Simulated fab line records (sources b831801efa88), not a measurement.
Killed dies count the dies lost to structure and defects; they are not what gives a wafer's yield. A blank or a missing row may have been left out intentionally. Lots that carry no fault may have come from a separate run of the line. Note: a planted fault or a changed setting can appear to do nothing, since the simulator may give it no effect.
Which tool is to blame? -- flow gf180mcu -- 6 lots (18 wafers sampled), 1 step of a 602-step route

== WHAT THE GAUGES SHOWED, per wafer ==
GF_M4_RS_MEAS_05: measurement is done with a four-point probe.
lot,measured,on,M4_ALCU_RS (ohm/sq)
L764,day 23 19:01,film_metro-03,0.0687 0.0700 0.0687
L767,day 25 05:55,film_metro-02,0.0678 0.0693 0.0693
L769,day 25 23:48,film_metro-04,0.0681 0.0711 0.0698
L773,day 26 19:13,film_metro-04,0.0698 0.0706 0.0693
L783,day 30 01:22,film_metro-02,0.0686 0.0682 0.0676
L785,day 30 10:13,film_metro-03,0.0681 0.0704 0.0699

== WHAT TOOL EACH LOT RAN ON (gives the tool, then ch and the chambers of the sampled wafers, and finally the start) ==
Record: no process step prior to these readings.

== THE ANSWER, worked out from the rows above alone ==
Rule: what is usual is taken from the lots themselves. Put in order of their means at a reading, lots are off if they are a third of the lots or fewer, leave a main group of 4 or more, and stand apart from it by a gap of 3 or more times the standard deviation of the main group's means; of several such gaps the widest counts. The tables above print the reading to a certain number of digits; a main group whose means all agree to those digits is not used. A lot without any number at a reading at which 4 lots or more have one is off too. Any other lot the step has rows for is counted as sound.
No lot is off on any of the readings shown, so nothing can be concluded from this.

== WHAT HAD BEEN PUT IN BY THE SIMULATOR ==
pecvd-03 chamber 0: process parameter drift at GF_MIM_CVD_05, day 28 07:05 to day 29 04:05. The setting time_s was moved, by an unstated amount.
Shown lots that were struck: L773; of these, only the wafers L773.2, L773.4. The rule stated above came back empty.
